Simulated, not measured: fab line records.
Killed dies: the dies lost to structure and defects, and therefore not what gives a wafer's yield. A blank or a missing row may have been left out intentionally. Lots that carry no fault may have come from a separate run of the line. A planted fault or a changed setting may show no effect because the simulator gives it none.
Chamber matching :: flow gf180mcu :: hdpcvd-02 running GF_V5_CVD_00: 3 sister chambers
The step deposits SiO2, target thk 300 nm, time 50 s. 3 wafers are shown with their chamber, then 9 later ones without.

WAFERS, EACH WITH ITS CHAMBER
wafer: L660.4
chamber: 0
sih4-flow-sccm (sccm): 59.95

wafer: L661.3
chamber: 2
sih4-flow-sccm (sccm): 60.37

wafer: L661.6
chamber: 1
sih4-flow-sccm (sccm): 60.05

WAFERS MISSING THEIR CHAMBER
wafer: L662.1
sih4-flow-sccm (sccm): 60.16

wafer: L662.4
sih4-flow-sccm (sccm): 59.65

wafer: L662.5
sih4-flow-sccm (sccm): 59.99

wafer: L665.1
sih4-flow-sccm (sccm): 60.39

wafer: L665.2
sih4-flow-sccm (sccm): 60.06

wafer: L665.5
sih4-flow-sccm (sccm): 60.32

wafer: L664.1
sih4-flow-sccm (sccm): 59.81

wafer: L664.2
sih4-flow-sccm (sccm): 59.82

wafer: L664.3
sih4-flow-sccm (sccm): 59.81

THE CHAMBER EACH PASSED THROUGH
wafer: L662.1
from the rows above: can't be placed: 1 or 0 or 2
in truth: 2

wafer: L662.4
from the rows above: can't be placed: 0 or 1
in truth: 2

wafer: L662.5
from the rows above: can't be placed: 0 or 1
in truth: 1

wafer: L665.1
from the rows above: 2
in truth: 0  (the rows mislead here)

wafer: L665.2
from the rows above: can't be placed: 1 or 0
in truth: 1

wafer: L665.5
from the rows above: can't be placed: 2 or 1
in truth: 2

wafer: L664.1
from the rows above: can't be placed: 0 or 1
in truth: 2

wafer: L664.2
from the rows above: can't be placed: 0 or 1
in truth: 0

wafer: L664.3
from the rows above: can't be placed: 0 or 1
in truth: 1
Placed correctly: 0 of 9. Can't be placed from these rows: 8 (the true chamber is among the candidates in 6). Number placed wrongly: 1.
How it was worked out, from the rows above alone: a wafer's distance from a chamber is the root of the sum, over the readings, of the square of ((its reading less the chamber's mean) divided by the reading's scatter). The wafer belongs to the nearest chamber; if the next one is less than 2 further off, it can't be placed. A chamber's mean is the mean of its shown wafers. The scatter (one wafer shown for each chamber): square how far every hidden wafer sits from the nearest shown wafer, average those squares and take the square root.
